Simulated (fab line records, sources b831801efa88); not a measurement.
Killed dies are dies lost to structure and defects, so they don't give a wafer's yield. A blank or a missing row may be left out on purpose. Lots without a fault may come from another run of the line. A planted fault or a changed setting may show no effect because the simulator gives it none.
fab line records | flow gf180mcu | part 2 of 2: steps 36 to 47 of 47
record lots=5 wafers=15 last_day=33
route steps=602 shown MVSD@73 MVPSD@78 VT_IMPLANT@90
lots that met no fault: from a run of the same line without faults
start_h: hours from the record's first day to the start of the lot's first wafer shown | wait_h: hours since the lot's step before | " the same as in the row above | L1.1+2: a row that stands for several wafers | - no value, or no start given | * or withheld: withheld | < > ~ a bound
route shown NAME@n: a module of which the file shows steps, and the number in the route of the first | usual: mean/standard deviation of fault-free wafers | same: alike in all rows | chamber/n: place in a boat | sites: the reading at each site | _std_site: their standard deviation | _edge_site: outer sites' mean less inner sites' | radius_mm: how far each site lies from the wafer's centre | mask NAME#n: copy n | behind: the tool/chamber that last shaped the wafer | hold: why the lot was held/for how many hours/how that ended | device: the transistor (n, p or np) that didn't switch | end of line: the same wafers' tests at the end of the route | a step without rows: its recipe alone | killed: dies lost to structure and defects at the first sort, not the wafer's yield | map: a wafer's dies, x killed, . not, _ none there
set.NAME: the setting as run; set.NAME@STEP: as run at that earlier step | model.NAME: the simulator's own value behind a step, which no gauge read
lots at some steps of the route; a table a step, a row a wafer
services: from which hour (start_h, from the record's first day; less than 0 if before it) a tool's chamber was out of use, for how many hours, and why
## steps
# step GF_VT_IMPLANT_OVL_MEAS_18
# usual VT_IMPLANT_01_OVL=0.7/1.5
# columns lot.wafer tool chamber start_h wait_h VT_IMPLANT_01_OVL[nm]
L074.2 overlay-02 - 128.93 0.1 0.4
L074.4 " - " " 0.0
L074.5 " - " " 0.0
L076.1 overlay-01 - 139.56 0.1 2.8
L076.3 " - " " 2.9
L076.4 " - " " 3.5
L079.1 overlay-02 - 157.41 0.1 0.5
L079.2 " - " " 1.4
L079.6 " - " " 0.1
L086.2 overlay-01 - 213.69 0.1 2.4
L086.3 " - " " 2.1
L086.6 " - " " 1.2
L092.1 overlay-01 - 243.43 0.1 0.6
L092.3 " - " " 0.6
L092.5 " - " " 2.3
# step GF_VT_IMPLANT_IMPLANT_19
# recipe species=As energy_kev=100 dose_cm2=4.35e+12 tilt_deg=7
# columns lot.wafer tool chamber start_h wait_h
L074.2+4+5 implanter-04 0 128.99 0.0
L076.1+3+4 implanter-02 0 139.88 0.3
L079.1+2+6 implanter-04 0 157.45 0.0
L086.2+3+6 implanter-04 0 213.75 0.0
L092.1+3+5 implanter-04 0 243.46 0.0
# step GF_VT_IMPLANT_STRIP_20
# recipe chemistry=O2/N2 power_w=1400 pressure_mtorr=1500 platen_temp_c=250 o2_flow_sccm=3000 n2_flow_sccm=300 overash_fraction=0.5
# usual drypump_motor_current_A=5.8/0.42 heater_power_w=332/36 oes_product_au=0.716/0.0043 strip_time_to_endpoint_s=12.66/0.032
# columns lot.wafer tool chamber start_h wait_h drypump_motor_current_A heater_power_w oes_product_au rf_hours_counter_h strip_time_to_endpoint_s
L074.2 plasma_asher-04 1 129.11 0.1 5.4 302 0.718 49 12.64
L074.4 " 1 " " 5.3 302 0.711 - 12.68
L074.5 " 1 " " 5.4 314 0.717 - 12.67
L076.1 plasma_asher-02 1 140.03 0.1 6.4 357 0.710 2 12.60
L076.3 " 1 " " 6.4 358 0.724 - 12.61
L076.4 " 0 " " 6.3 311 0.714 - 12.64
L079.1 plasma_asher-04 1 157.60 0.1 5.4 303 0.717 51 12.67
L079.2 " 0 " " 5.2 308 0.716 51 12.70
L079.6 " 0 " " 5.2 294 0.726 - 12.72
L086.2 plasma_asher-04 0 213.87 0.1 5.2 293 0.717 58 12.68
L086.3 " 0 " " 5.2 301 0.713 - 12.70
L086.6 " 0 " " 5.2 312 0.712 - 12.66
L092.1 plasma_asher-01 1 243.61 0.1 5.5 305 0.712 60 12.68
L092.3 " 1 " " 5.5 300 0.720 - 12.69
L092.5 " 0 " " 5.7 405 0.716 - 12.69
# step GF_VT_IMPLANT_TW_MEAS_21
# usual VT_IMPLANT_2_TW=1211/11
# columns lot.wafer tool chamber start_h wait_h VT_IMPLANT_2_TW
L074.2 film_metro-03 - 129.22 0.1 1206
L074.4 " - " " 1192
L074.5 " - " " 1197
L076.1 film_metro-01 - 140.13 0.1 1209
L076.3 " - " " 1222
L076.4 " - " " 1215
L079.1 film_metro-04 - 157.70 0.1 1217
L079.2 " - " " 1215
L079.6 " - " " 1213
L086.2 film_metro-01 - 213.98 0.1 1212
L086.3 " - " " 1219
L086.6 " - " " 1216
L092.1 film_metro-03 - 243.71 0.1 1206
L092.3 " - " " 1196
L092.5 " - " " 1201
# step GF_VT_IMPLANT_DEHYDRATE_22
# recipe temp_c=200 time_s=60
# columns lot.wafer tool chamber start_h wait_h
L074.2+4+5 litho_track-04 0 136.10 6.9
L076.1+3+4 litho_track-03 0 146.99 6.9
L079.1+2+6 litho_track-03 0 164.99 7.3
L086.2+3+6 litho_track-04 0 221.60 7.6
L092.1+3+5 litho_track-04 0 253.28 9.6
# step GF_VT_IMPLANT_HMDS_23
# recipe prime_time_s=60 prime_temp_c=120
# columns lot.wafer tool chamber start_h wait_h
L074.2+4+5 litho_track-04 0 136.25 0.1
L076.1+3+4 litho_track-03 0 147.14 0.1
L079.1+2+6 litho_track-03 0 165.14 0.1
L086.2+3+6 litho_track-04 0 221.75 0.1
L092.1+3+5 litho_track-04 0 253.43 0.1
# step GF_VT_IMPLANT_COAT_24
# recipe resist=NOVOLAK spin_rpm=3000 resist_thk_nm=1000
# columns lot.wafer tool chamber start_h wait_h
L074.2+4+5 litho_track-04 0 136.40 0.1
L076.1+3+4 litho_track-03 0 147.29 0.1
L079.1+2+6 litho_track-03 0 165.29 0.1
L086.2+3+6 litho_track-04 0 221.90 0.1
L092.1+3+5 litho_track-04 0 253.58 0.1
# step GF_VT_IMPLANT_SOFTBAKE_25
# recipe temp_c=90 time_s=60 resist=NOVOLAK
# columns lot.wafer tool chamber start_h wait_h
L074.2+4+5 litho_track-04 0 136.55 0.1
L076.1+3+4 litho_track-03 0 147.44 0.1
L079.1+2+6 litho_track-03 0 165.44 0.1
L086.2+3+6 litho_track-04 0 222.05 0.1
L092.1+3+5 litho_track-04 0 253.73 0.1
# step GF_VT_IMPLANT_EXPOSE_26
# recipe mask_id=LVPWELL_HV_AREA target_cd_nm=860 na=0.6 source_shape=conventional sigma_outer=0.6 dose_mj=140
# usual stage_vel_mm_s=499.98/0.22
# columns lot.wafer tool chamber start_h wait_h mask stage_vel_mm_s
L074.2 iline_stepper-02 0 - - LVPWELL_HV_AREA#0 499.74
L074.4 " 0 " " LVPWELL_HV_AREA#0 500.00
L074.5 " 0 " " LVPWELL_HV_AREA#0 500.02
L076.1 iline_stepper-02 0 - - LVPWELL_HV_AREA#0 499.88
L076.3 " 0 " " LVPWELL_HV_AREA#0 500.06
L076.4 " 0 " " LVPWELL_HV_AREA#0 499.58
L079.1 iline_stepper-01 0 - - LVPWELL_HV_AREA#0 500.11
L079.2 " 0 " " LVPWELL_HV_AREA#0 499.88
L079.6 " 0 " " LVPWELL_HV_AREA#0 499.76
L086.2 iline_stepper-02 0 - - LVPWELL_HV_AREA#0 500.25
L086.3 " 0 " " LVPWELL_HV_AREA#0 500.12
L086.6 " 0 " " LVPWELL_HV_AREA#0 500.42
L092.1 iline_stepper-02 0 - - LVPWELL_HV_AREA#0 500.22
L092.3 " 0 " " LVPWELL_HV_AREA#0 500.19
L092.5 " 0 " " LVPWELL_HV_AREA#0 499.90
# step GF_VT_IMPLANT_PEB_27
# recipe temp_c=withheld time_s=* resist=NOVOLAK
# columns lot.wafer tool chamber start_h wait_h
L074.2+4+5 litho_track-04 0 - -
L076.1+3+4 litho_track-02 0 - -
L079.1+2+6 litho_track-03 0 - -
L086.2+3+6 litho_track-03 0 - -
L092.1+3+5 litho_track-04 0 - -
# step GF_VT_IMPLANT_DEVELOP_28
# recipe develop_time_s=60 dev_temp_c=23
# columns lot.wafer tool chamber start_h wait_h
L074.2+4+5 litho_track-04 0 143.35 0.1
L076.1+3+4 litho_track-02 0 154.76 0.1
L079.1+2+6 litho_track-03 0 173.64 0.1
L086.2+3+6 litho_track-03 0 230.96 0.1
L092.1+3+5 litho_track-04 0 262.53 0.1
# step GF_VT_IMPLANT_OVL_MEAS_29
# usual VT_IMPLANT_02_OVL=-0.4/1.6
# columns lot.wafer tool chamber start_h wait_h VT_IMPLANT_02_OVL[nm]
L074.2 overlay-01 - 143.48 0.1 -0.3
L074.4 " - " " -2.6
L074.5 " - " " -1.6
L076.1 overlay-02 - 154.91 0.1 -1.6
L076.3 " - " " 0.2
L076.4 " - " " -0.6
L079.1 overlay-02 - 173.79 0.1 1.7
L079.2 " - " " 0.8
L079.6 " - " " 1.2
L086.2 overlay-01 - 231.09 0.1 -1.1
L086.3 " - " " 0.3
L086.6 " - " " -0.7
L092.1 overlay-02 - 262.68 0.1 -1.7
L092.3 " - " " 0.5
L092.5 " - " " -1.4
## services
# columns tool chamber start_h hours kind
iline_stepper-02 - 66.85 2.1 pm
implanter-04 - 70.27 3.7 pm
implanter-02 - 75.06 26.9 pm
plasma_asher-02 - 108.75 9.0 pm
implanter-02 - 111.31 5.1 pm
iline_stepper-01 - 129.64 1.0 repair
implanter-04 - 132.80 15.8 pm
implanter-02 - 133.98 4.5 repair
plasma_asher-04 - 147.11 3.5 repair
implanter-02 - 148.98 0.7 repair
iline_stepper-01 - 169.63 3.0 repair
implanter-03 - 175.20 5.4 pm
plasma_asher-04 - 175.44 0.9 repair
implanter-01 - 175.84 2.0 pm
plasma_asher-01 - 192.29 3.9 repair
iline_stepper-02 - 194.32 1.7 pm
plasma_asher-01 - 200.57 8.3 repair
iline_stepper-01 - 206.54 1.7 pm
plasma_asher-02 - 208.30 3.6 repair
implanter-01 - 215.46 3.5 repair
plasma_asher-04 - 224.15 2.8 pm
implanter-03 - 245.75 1.2 repair
implanter-04 - 256.74 1.2 repair
plasma_asher-02 - 259.65 3.1 repair
